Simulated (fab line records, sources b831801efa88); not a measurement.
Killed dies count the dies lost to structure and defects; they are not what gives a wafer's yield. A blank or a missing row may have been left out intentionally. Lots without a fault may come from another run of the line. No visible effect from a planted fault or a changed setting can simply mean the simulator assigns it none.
One fault seen from 2 desks :: flow sky130 :: numbers are kept per desk, each desk with only its own; the story behind them comes last

## METROLOGY DESK
Lot by lot, what the gauges showed, no matter which tool ran the lot: averages of those sampled wafers that carry a number. If a lot's mean is further than 4 standard deviations from the usual mean, the lot is out of limits and carries the mark OUT (the distance appears in the brackets).
Columns: A = CONTACT_W_RS at SKY_CONTACT_RS_MEAS_25, usual 0.339 ohm/sq; B = CONTACT_W_THK at SKY_CONTACT_THK_MEAS_26, usual 345 nm; C = METAL1_ALCU_RS at SKY_METAL1_RS_MEAS_05, usual 0.1275 ohm/sq
lot: L906
first seen here: day 31 13:13
A: 0.341
B: 340
C: 0.1257

lot: L907
first seen here: day 31 21:32
A: 0.343
B: 341
C: 0.1263

lot: L911
first seen here: day 33 03:08
A: 0.337
B: 350
C: 0.1276

lot: L909
first seen here: day 33 04:56
A: 0.341
B: 345
C: 0.1277

lot: L913
first seen here: day 34 02:59
A: 0.338
B: 346
C: 0.1281

lot: L915
first seen here: day 34 09:10
A: 0.289 (-15) OUT
B: 426 (+21) OUT
C: 0.1278

lot: L916
first seen here: day 34 20:11
A: 0.306 (-9.9) OUT
B: 399 (+14) OUT
C: 0.1273

lot: L925
first seen here: day 37 17:53
A: 0.337
B: 343
C: 0.1304

lot: L926
first seen here: day 37 19:52
A: 0.335
B: 345
C: 0.1286

lot: L928
first seen here: day 38 05:40
A: 0.343
B: 345
C: 0.1275
This desk's finding: out of limits on L915, L916; first on L915, day 34 09:10 (CONTACT_W_RS at SKY_CONTACT_RS_MEAS_25). Within limits: L906, L907, L911, L909, L913, L925, L926, L928.

## FOR THE TOOL OWNER'S DESK: cvdW-02
The tool's own readings at SKY_CONTACT_CVD_24 (deposits W, target thk 340 nm, time 102.12 s): means of the sampled wafers that have a number, for each lot that ran on this tool. If a lot's mean is further than 4 standard deviations from the usual mean, the lot is out of limits and carries the mark OUT (the distance appears in the brackets).
Columns: A = heaterPowerOuterW at SKY_CONTACT_CVD_24, usual 609 W; B = heaterPowerW at SKY_CONTACT_CVD_24, usual 952 W; C = susceptorTempC at SKY_CONTACT_CVD_24, usual 399.97 C
lot: L906
first seen here: day 31 13:06
A: 552
B: 906
C: 399.90

lot: L907
first seen here: day 31 21:24
A: 558
B: 901
C: 400.03

lot: L911
first seen here: day 33 03:01
A: 566
B: 895
C: 400.06

lot: L909
first seen here: day 33 04:50
A: 588
B: 902
C: 399.82

lot: L913
first seen here: day 34 02:53
A: 546
B: 892
C: 400.04

lot: L915
first seen here: day 34 09:03
A: 564
B: 898
C: 399.78

lot: L916
first seen here: day 34 20:05
A: 560
B: 883
C: 400.00

lot: L925
first seen here: day 37 17:45
A: 576
B: 903
C: 400.24

lot: L926
first seen here: day 37 19:44
A: 556
B: 889
C: 399.80

lot: L928
first seen here: day 38 05:34
A: 546
B: 886
C: 399.88
Finding of this desk: none of the 10 lots has anything out of limits.

## ALL TOGETHER
Metrology desk: alarm possible at day 34 09:10 on L915, L916.
Nothing out of limits was seen by the tool owner's desk.
On record at the tool owner's desk: L915, L916, within its limits.
On cvdW-02, each named lot ran SKY_CONTACT_CVD_24.

## WHAT THE SIMULATOR HAD PUT IN
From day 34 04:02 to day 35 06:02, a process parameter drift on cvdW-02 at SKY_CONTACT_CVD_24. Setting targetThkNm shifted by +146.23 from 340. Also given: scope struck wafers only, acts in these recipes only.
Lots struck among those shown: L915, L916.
Hours from the fault's start to each desk's first reading out of limits: the metrology desk, 5.
